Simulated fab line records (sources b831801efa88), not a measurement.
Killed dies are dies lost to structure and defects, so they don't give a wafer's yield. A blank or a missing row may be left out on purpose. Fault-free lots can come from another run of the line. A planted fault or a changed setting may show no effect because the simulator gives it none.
fab line records	flow sky130
record: lots: 11	wafers: 33	last_day: 51
route steps=708 shown POLY_CUT@315 SD_P@329 RES_XHIGH@340 PAD_OPEN@708
lots untouched by any fault: they come from a run of this same line in which no faults occurred
start_h: hours from the record's opening day to when the first of the lot's shown wafers began	wait_h: hours since the lot's step before	" unchanged from the row above	L1.1+2: several wafers, shown together as one row	- either no value or no given start	* or withheld: withheld	< > ~ a bound
route shown NAME@n: names a module that has steps shown in the file, with the first one's number in the route	usual: average and standard deviation across the fault-free wafers	same: alike in all rows	chamber/n: place in a boat	sites: per-site readings	_std_site: the standard deviation of these	_edge_site: outer sites' mean less inner sites'	radius_mm: how far each site lies from the wafer's centre	mask NAME#n: copy n	behind: the tool/chamber that last shaped the wafer	hold: why the lot went on hold/how many hours it stayed there/how the hold came to an end	device: whichever transistor did not switch (one of n, p or np)	end of line: the route-end tests of the same wafers	for a step that has no rows: nothing shown but its recipe	killed: dies lost to structure and defects at the first sort, not the wafer's yield	map: dies across one wafer; x = killed, . = not, _ = none there
set.NAME: setting as actually run; set.NAME@STEP: the setting as run at that earlier step	model.NAME: the simulator's own value behind a step, which no gauge read
steps of the route over a sample of lots; a table a step, a row a wafer
services: when a tool's chamber went out of use (start_h, in hours from the record's first day, below 0 if earlier), for how many hours, and the reason
== steps ==
step: SKY_POLY_CUT_CD_MEAS_08
recipe: target_cd_nm: 270
usual: cd_nm: 269.7/1.8
lot.wafer	tool	chamber	start_h	wait_h	cd_nm
L868.3	cd_sem-02	-	582.68	-	268.8
L868.5	"	-	"	"	268.5
L868.6	"	-	"	"	267.7
L870.2	cd_sem-01	-	605.18	-	272.4
L870.3	"	-	"	"	271.1
L870.6	"	-	"	"	272.1
L871.3	cd_sem-01	-	611.60	-	266.1
L871.4	"	-	"	"	268.1
L871.5	"	-	"	"	266.3
L872.1	cd_sem-02	-	620.19	-	271.0
L872.2	"	-	"	"	270.2
L872.4	"	-	"	"	269.2
L873.4	cd_sem-02	-	628.40	-	268.7
L873.5	"	-	"	"	269.7
L873.6	"	-	"	"	268.7
L877.2	cd_sem-02	-	660.29	-	267.7
L877.5	"	-	"	"	268.1
L877.6	"	-	"	"	267.4
L882.2	cd_sem-01	-	699.49	-	271.1
L882.3	"	-	"	"	270.2
L882.6	"	-	"	"	269.8
L884.1	cd_sem-01	-	716.61	-	269.2
L884.2	"	-	"	"	271.1
L884.4	"	-	"	"	268.9
L887.1	cd_sem-02	-	735.41	-	269.5
L887.4	"	-	"	"	270.0
L887.6	"	-	"	"	270.5
L888.1	cd_sem-02	-	741.57	-	266.4
L888.4	"	-	"	"	266.8
L888.6	"	-	"	"	267.2
L889.1	cd_sem-01	-	754.59	-	266.9
L889.3	"	-	"	"	268.0
L889.5	"	-	"	"	267.9
step: SKY_POLY_CUT_ETCH_11
recipe: target: Si3N4	chemistry: CF4/CH2F2/Ar	stop_on: poly-Si	source_w: 600	bias_w: 150	pressure_mtorr: 40	cf4_flow_sccm: 40	ch2f2_flow_sccm: 20	Ar_flow_sccm: 150	time_s: 42.5	target_depth_a: 600
usual: drypump_motor_current_A: 5.8/0.42	oes_product_au: 0.828/0.0061	throttle_valve_pct: 14.997/0.009
lot.wafer	tool	chamber	start_h	wait_h	drypump_motor_current_A	oes_product_au	rf_hours_counter_h	throttle_valve_pct
L868.3	rie_diel-01	2	582.83	0.0	6.7	0.828	2	14.973
L868.5	"	3	"	"	5.7	0.834	-	14.989
L868.6	"	0	"	"	5.7	0.833	-	15.001
L870.2	rie_diel-03	2	605.36	0.0	5.8	0.829	48	14.992
L870.3	"	3	"	"	5.3	0.828	32	14.994
L870.6	"	2	"	"	5.8	0.828	-	14.999
L871.3	rie_diel-01	2	611.80	0.0	6.7	0.833	-	15.013
L871.4	"	3	"	"	5.7	0.823	-	14.975
L871.5	"	2	"	"	6.7	0.826	-	14.993
L872.1	rie_diel-01	3	620.41	0.0	5.7	0.824	13	15.002
L872.2	"	2	"	"	6.7	0.826	3	15.000
L872.4	"	3	"	"	5.7	0.835	-	15.006
L873.4	rie_diel-01	1	628.56	0.0	5.9	0.837	-	15.002
L873.5	"	0	"	"	5.7	0.834	-	14.989
L873.6	"	3	"	"	5.7	0.829	-	14.995
L877.2	rie_diel-02	1	660.47	0.0	5.1	0.833	7	15.006
L877.5	"	2	"	"	5.6	0.827	-	14.992
L877.6	"	3	"	"	5.3	0.843	-	15.010
L882.2	rie_diel-03	1	699.67	0.0	6.4	0.832	2	15.001
L882.3	"	0	"	"	5.9	0.820	10	14.990
L882.6	"	1	"	"	6.4	0.823	-	15.013
L884.1	rie_diel-02	3	716.81	0.0	5.3	0.824	6	15.003
L884.2	"	1	"	"	5.1	0.825	8	15.008
L884.4	"	0	"	"	5.7	0.823	28	14.998
L887.1	rie_diel-02	2	735.61	0.0	5.6	0.821	5	14.995
L887.4	"	0	"	"	5.7	0.817	28	14.984
L887.6	"	1	"	"	5.1	0.835	-	14.987
L888.1	rie_diel-02	3	741.77	0.0	5.4	0.823	7	14.984
L888.4	"	2	"	"	5.6	0.827	5	15.002
L888.6	"	3	"	"	5.4	0.840	-	15.008
L889.1	rie_diel-02	3	754.79	0.0	5.3	0.835	7	14.985
L889.3	"	2	"	"	5.6	0.826	5	15.008
L889.5	"	3	"	"	5.3	0.823	-	15.004
step: SKY_SD_P_IMPLANT_09
recipe: species: BF2	energy_kev: 20	dose_cm2: 3e+15	tilt_deg: 0
usual: dose_ions_cm2: 2.999e+15/3.5e+12	tilt_deg: 0.003/0.023
lot.wafer	tool	chamber	start_h	wait_h	dose_ions_cm2	tilt_deg
L868.3	implanter-04	0	612.54	0.1	3.001e+15	-0.002
L868.5	"	0	"	"	2.997e+15	-0.014
L868.6	"	0	"	"	2.999e+15	-0.012
L870.2	implanter-02	0	635.34	0.0	3.003e+15	-0.053
L870.3	"	0	"	"	2.999e+15	-0.047
L870.6	"	0	"	"	3.001e+15	-0.029
L871.3	implanter-02	0	641.64	0.2	3.006e+15	0.014
L871.4	"	0	"	"	2.998e+15	-0.004
L871.5	"	0	"	"	2.995e+15	-0.006
L872.1	implanter-02	0	649.01	0.0	3.001e+15	-0.012
L872.2	"	0	"	"	3.005e+15	-0.013
L872.4	"	0	"	"	3.006e+15	-0.039
L873.4	implanter-02	0	657.59	0.1	2.999e+15	0.009
L873.5	"	0	"	"	2.997e+15	0.007
L873.6	"	0	"	"	2.996e+15	0.032
L877.2	implanter-04	0	688.84	0.0	2.994e+15	-0.004
L877.5	"	0	"	"	3.002e+15	-0.020
L877.6	"	0	"	"	3e+15	0.005
L882.2	implanter-02	0	727.12	0.0	2.996e+15	-0.016
L882.3	"	0	"	"	2.997e+15	0.012
L882.6	"	0	"	"	2.999e+15	-0.016
L884.1	implanter-04	0	744.89	0.0	3.002e+15	-0.033
L884.2	"	0	"	"	3.003e+15	-0.026
L884.4	"	0	"	"	3e+15	-0.013
L887.1	implanter-04	0	763.06	0.0	2.996e+15	0.006
L887.4	"	0	"	"	2.996e+15	0.006
L887.6	"	0	"	"	2.998e+15	-0.006
L888.1	implanter-01	0	769.19	0.0	2.997e+15	-0.021
L888.4	"	0	"	"	3.001e+15	0.012
L888.6	"	0	"	"	2.991e+15	0.031
L889.1	implanter-02	0	782.71	0.0	3e+15	0.014
L889.3	"	0	"	"	2.998e+15	0.014
L889.5	"	0	"	"	3e+15	-0.004
step: SKY_SD_P_STRIP_10
recipe: chemistry: O2/N2	power_w: 1400	pressure_mtorr: 1500	platen_temp_c: withheld	o2_flow_sccm: 3000	n2_flow_sccm: 300	overash_fraction: 0.5
usual: drypump_motor_current_A: 5.69/0.3	oes_product_au: 0.618/0.0044	strip_time_to_endpoint_s: 17.49/0.03
lot.wafer	tool	chamber	start_h	wait_h	drypump_motor_current_A	oes_product_au	rf_hours_counter_h	strip_time_to_endpoint_s
L868.3	plasma_asher-02	1	612.68	0.1	5.60	0.621	-	17.43
L868.5	"	1	"	"	5.60	0.624	-	17.46
L868.6	"	0	"	"	6.04	0.621	-	17.49
L870.2	plasma_asher-03	0	635.46	0.1	5.33	0.615	49	17.49
L870.3	"	0	"	"	5.33	0.613	-	17.46
L870.6	"	1	"	"	5.59	0.619	-	17.50
L871.3	plasma_asher-02	1	641.78	0.1	5.61	0.616	-	17.46
L871.4	"	0	"	"	6.09	0.613	-	17.48
L871.5	"	0	"	"	6.05	0.614	-	17.47
L872.1	plasma_asher-03	0	649.16	0.1	5.30	0.624	51	17.40
L872.2	"	1	"	"	5.62	0.619	51	17.40
L872.4	"	1	"	"	5.64	0.621	-	17.34
L873.4	plasma_asher-02	0	657.70	0.1	6.09	0.624	-	17.32
L873.5	"	0	"	"	6.10	0.627	-	17.37
L873.6	"	1	"	"	5.60	0.625	-	17.33
L877.2	plasma_asher-04	1	688.96	0.1	5.87	0.619	24	17.45
L877.5	"	0	"	"	5.15	0.614	-	17.51
L877.6	"	1	"	"	5.85	0.624	-	17.44
L882.2	plasma_asher-02	1	727.24	0.1	5.62	0.622	90	17.48
L882.3	"	1	"	"	5.61	0.616	-	17.49
L882.6	"	1	"	"	5.61	0.618	-	17.48
L884.1	plasma_asher-02	1	745.04	0.1	5.63	0.624	92	17.57
L884.2	"	0	"	"	6.03	0.615	92	17.52
L884.4	"	0	"	"	6.05	0.619	-	17.51
L887.1	plasma_asher-03	0	763.21	0.1	5.30	0.618	63	17.53
L887.4	"	0	"	"	5.33	0.618	-	17.49
L887.6	"	1	"	"	5.59	0.622	-	17.49
L888.1	plasma_asher-02	1	769.34	0.1	5.61	0.614	95	17.52
L888.4	"	1	"	"	5.61	0.616	-	17.50
L888.6	"	1	"	"	5.61	0.621	-	17.53
L889.1	plasma_asher-04	1	782.86	0.1	5.87	0.615	33	17.56
L889.3	"	1	"	"	5.87	0.625	-	17.50
L889.5	"	0	"	"	5.19	0.628	-	17.51
step: SKY_RES_XHIGH_STRIP_08
recipe: chemistry: O2/N2	power_w: 1400	pressure_mtorr: 1500	platen_temp_c: withheld	o2_flow_sccm: 3000	n2_flow_sccm: 300	overash_fraction: 0.5
usual: drypump_motor_current_A: 5.57/0.3	oes_product_au: 0.710/0.0048	strip_time_to_endpoint_s: 14.274/0.03
lot.wafer	tool	chamber	start_h	wait_h	drypump_motor_current_A	oes_product_au	rf_hours_counter_h	strip_time_to_endpoint_s
L868.3	plasma_asher-01	1	642.12	0.1	5.78	0.713	-	14.264
L868.5	"	1	"	"	5.79	0.710	-	14.219
L868.6	"	0	"	"	6.01	0.708	-	14.267
L870.2	plasma_asher-03	1	664.84	0.1	5.62	0.711	52	14.278
L870.3	"	0	"	"	5.33	0.709	-	14.291
L870.6	"	0	"	"	5.32	0.717	-	14.289
L871.3	plasma_asher-03	1	670.72	0.1	5.60	0.713	-	14.265
L871.4	"	0	"	"	5.31	0.721	-	14.259
L871.5	"	0	"	"	5.34	0.715	-	14.256
L872.1	plasma_asher-03	1	677.81	0.1	5.60	0.704	54	14.265
L872.2	"	0	"	"	5.29	0.704	54	14.200
L872.4	"	0	"	"	5.29	0.705	-	14.256
L873.4	plasma_asher-03	0	686.34	0.1	5.33	0.712	-	14.272
L873.5	"	0	"	"	5.32	0.709	-	14.330
L873.6	"	1	"	"	5.62	0.710	-	14.279
L877.2	plasma_asher-04	1	716.41	0.1	5.84	0.705	26	14.319
L877.5	"	1	"	"	5.85	0.717	-	14.285
L877.6	"	0	"	"	5.16	0.707	-	14.327
L882.2	plasma_asher-03	0	755.07	0.1	5.33	0.714	62	14.231
L882.3	"	0	"	"	5.31	0.715	-	14.254
L882.6	"	1	"	"	5.61	0.715	-	14.228
L884.1	plasma_asher-01	1	772.79	0.1	5.76	0.704	2	14.277
L884.2	"	0	"	"	5.99	0.709	2	14.266
L884.4	"	0	"	"	6.00	0.708	-	14.229
L887.1	plasma_asher-04	1	790.46	0.1	5.86	0.700	34	14.284
L887.4	"	0	"	"	5.17	0.710	-	14.294
L887.6	"	0	"	"	5.16	0.723	-	14.249
L888.1	plasma_asher-04	0	796.29	0.1	5.17	0.710	35	14.292
L888.4	"	1	"	"	5.86	0.719	-	14.257
L888.6	"	0	"	"	5.16	0.711	-	14.257
L889.1	plasma_asher-04	0	810.46	0.1	5.12	0.716	36	14.310
L889.3	"	0	"	"	5.16	0.699	-	14.278
L889.5	"	1	"	"	5.84	0.708	-	14.294
step: SKY_SD_N_RS_MEAS_17
recipe: thk_meas_gauge: four-point-probe
usual: SD_P_RS: 146.9/0.34
lot.wafer	tool	chamber	start_h	wait_h	SD_P_RS[ohm/sq]
L868.3	film_metro-01	-	672.36	0.1	147.2
L868.5	"	-	"	"	147.1
L868.6	"	-	"	"	146.9
L870.2	film_metro-01	-	693.74	0.1	146.9
L870.3	"	-	"	"	146.6
L870.6	"	-	"	"	146.7
L871.3	film_metro-03	-	702.27	0.1	147.2
L871.4	"	-	"	"	147.2
L871.5	"	-	"	"	147.5
L872.1	film_metro-04	-	707.23	0.1	147.9
L872.2	"	-	"	"	147.7
L872.4	"	-	"	"	148.2
L873.4	film_metro-04	-	715.38	0.1	147.7
L873.5	"	-	"	"	147.9
L873.6	"	-	"	"	147.5
L877.2	film_metro-04	-	745.40	0.1	147.1
L877.5	"	-	"	"	147.5
L877.6	"	-	"	"	146.9
L882.2	film_metro-03	-	783.54	0.1	146.8
L882.3	"	-	"	"	146.8
L882.6	"	-	"	"	146.7
L884.1	film_metro-01	-	801.07	0.1	146.4
L884.2	"	-	"	"	145.9
L884.4	"	-	"	"	146.3
L887.1	film_metro-04	-	818.32	0.1	146.5
L887.4	"	-	"	"	146.5
L887.6	"	-	"	"	146.9
L888.1	film_metro-04	-	824.67	0.1	147.1
L888.4	"	-	"	"	147.1
L888.6	"	-	"	"	147.0
L889.1	film_metro-04	-	837.58	0.1	147.5
L889.3	"	-	"	"	147.3
L889.5	"	-	"	"	147.5
step: SKY_PAD_OPEN_PROBE_99
usual: killed_at_M0_to_M3: 43/7.3	killed_at_M4_up: 3.2/1.9	killed_at_contacts: 24/5.5	killed_at_front_end: 15/4.7	killed_at_other: 0.5/0.75	killed_dies: 85/9.5	killed_open: 46/7	killed_short: 38/7.4
same: gross_dies: 492	killed_at_back_side: 0
lot.wafer	tool	chamber	start_h	wait_h	killed_at_M0_to_M3	killed_at_M4_up	killed_at_contacts	killed_at_front_end	killed_at_other	killed_dies	killed_open	killed_short
L871.3	prober-01	-	1127.88	0.2	42	6	20	7	0	75	37	38
L871.4	prober-01	-	1127.93	0.2	38	1	25	13	2	79	38	41
L871.5	prober-01	-	1127.98	0.2	38	5	18	15	0	76	38	38
L884.1	prober-01	-	1192.23	0.1	34	3	28	19	1	85	47	38
L884.2	prober-01	-	1192.28	0.1	47	4	28	15	0	94	53	41
L884.4	prober-01	-	1192.38	0.2	49	0	32	20	0	101	63	38
L887.1	prober-02	-	1202.99	0.1	43	7	24	13	1	88	49	39
L887.4	prober-02	-	1203.14	0.2	44	5	21	11	1	82	48	34
L887.6	prober-02	-	1203.24	0.2	34	1	26	11	1	73	41	32
killed by level:class
L871.3 VIA1:geometric_particle:open=8 LI_CONTACT:geometric_particle:open=7 CONTACT:geometric_particle:open=6 VIA3:geometric_particle:open=6 VIA3:geometric_particle:short=6 METAL2:geometric_particle:short=4 VIA1:geometric_particle:short=4 VIA2:geometric_particle:open=4
L871.4 CONTACT:geometric_particle:open=10 METAL1:geometric_particle:short=7 VIA1:geometric_particle:open=7 LOCAL_INTERCONNECT:geometric_particle:short=5 METAL2:geometric_particle:short=4 CONTACT:geometric_particle:short=4 VIA3:geometric_particle:open=4 VIA3:geometric_particle:short=4
L871.5 VIA1:geometric_particle:open=8 CONTACT:geometric_particle:open=7 VIA1:geometric_particle:short=6 CONTACT:geometric_particle:short=5 VIA2:geometric_particle:open=5 METAL4:geometric_particle:short=5 POLY_GATE:geometric_particle:open=4 METAL1:geometric_particle:short=4
L884.1 CONTACT:geometric_particle:open=13 LI_CONTACT:geometric_particle:open=7 VIA3:geometric_particle:open=7 POLY_GATE:geometric_particle:short=6 VIA1:geometric_particle:open=6 POLY_GATE:geometric_particle:open=5 FIELD_ISO:geometric_particle:short=4 METAL1:geometric_particle:short=4
L884.2 VIA1:geometric_particle:open=16 VIA1:geometric_particle:short=10 CONTACT:geometric_particle:open=10 LI_CONTACT:geometric_particle:open=7 VIA3:geometric_particle:open=6 POLY_GATE:geometric_particle:short=5 LI_CONTACT:geometric_particle:short=4 LOCAL_INTERCONNECT:geometric_particle:short=4
L884.4 VIA1:geometric_particle:open=15 CONTACT:geometric_particle:open=11 LI_CONTACT:geometric_particle:open=9 CONTACT:geometric_particle:short=6 VIA3:geometric_particle:open=6 POLY_GATE:geometric_particle:short=5 VIA2:geometric_particle:open=5 VIA2:geometric_particle:short=5
L887.1 VIA1:geometric_particle:open=14 CONTACT:geometric_particle:open=9 VIA2:geometric_particle:open=7 LI_CONTACT:geometric_particle:open=6 METAL4:geometric_particle:short=6 METAL2:geometric_particle:short=5 FIELD_ISO:geometric_particle:open=4 VIA2:geometric_particle:short=4
L887.4 VIA1:geometric_particle:open=12 LI_CONTACT:geometric_particle:open=9 METAL2:geometric_particle:short=8 VIA1:geometric_particle:short=5 CONTACT:geometric_particle:open=5 METAL1:geometric_particle:short=5 VIA3:geometric_particle:open=5 FIELD_ISO:geometric_particle:open=4
L887.6 CONTACT:geometric_particle:open=10 VIA1:geometric_particle:open=8 LI_CONTACT:geometric_particle:open=8 VIA2:geometric_particle:open=5 METAL1:geometric_particle:short=4 METAL2:geometric_particle:short=4 FIELD_ISO:geometric_particle:open=3 POLY_GATE:geometric_particle:short=3
== services ==
tool	chamber	start_h	hours	kind
plasma_asher-02	-	560.83	20.5	repair
plasma_asher-04	-	561.97	4.4	repair
plasma_asher-04	-	589.83	4.6	repair
implanter-04	-	602.13	1.4	repair
rie_diel-02	1	607.04	1.5	repair
rie_diel-01	1	610.47	16.4	repair
plasma_asher-04	-	613.68	8.3	repair
rie_diel-01	2	621.78	13.1	repair
implanter-04	-	631.87	30.1	pm
rie_diel-02	3	633.27	2.1	repair
rie_diel-01	0	642.46	20.5	repair
implanter-02	-	643.63	4.2	repair
plasma_asher-02	-	669.32	1.7	repair
rie_diel-02	-	677.13	1.3	repair
plasma_asher-04	-	694.38	2.0	repair
rie_diel-01	1	695.43	18.0	repair
rie_diel-01	2	724.37	16.2	repair
implanter-04	-	741.12	3.4	pm
implanter-02	-	763.55	4.1	pm
rie_diel-02	-	767.16	0.4	repair
implanter-02	-	787.25	6.0	pm
implanter-02	-	803.06	0.7	repair
implanter-02	-	803.67	1.8	repair
plasma_asher-02	-	806.72	0.6	repair
== key ==
first_sign: step: SKY_SD_P_STRIP_10	reading: strip_time_to_endpoint_s	direction: down	sigmas: 4.3	usual: *	struck: *
effect: step: SKY_SD_N_RS_MEAS_17	reading: SD_P_RS	direction: up	sigmas: 2.7	usual: 146.9	struck: 147.8
met_at SKY_SD_P_IMPLANT_09
struck_lots L872,L873
tester_left_out L872,L873
not_acting_at SKY_POLY_CUT_CD_MEAS_08,SKY_POLY_CUT_ETCH_11,SKY_RES_XHIGH_STRIP_08
onset_between 641.64 649.01
fault: kind: process_parameter_drift	tool: implanter-02	chamber: -	onset_h: 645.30	steps: SKY_SD_P_IMPLANT_09	channel: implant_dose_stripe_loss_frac	offset: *	shape: step	end_h: 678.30
tester_left_out: of these lots the tester's yield and bins aren't shown, on N5 and GAA mostly nor the transistor test; their killed dies are dies lost to structure and defects alone, not to doping, threshold or leakage, so they don't give the yield
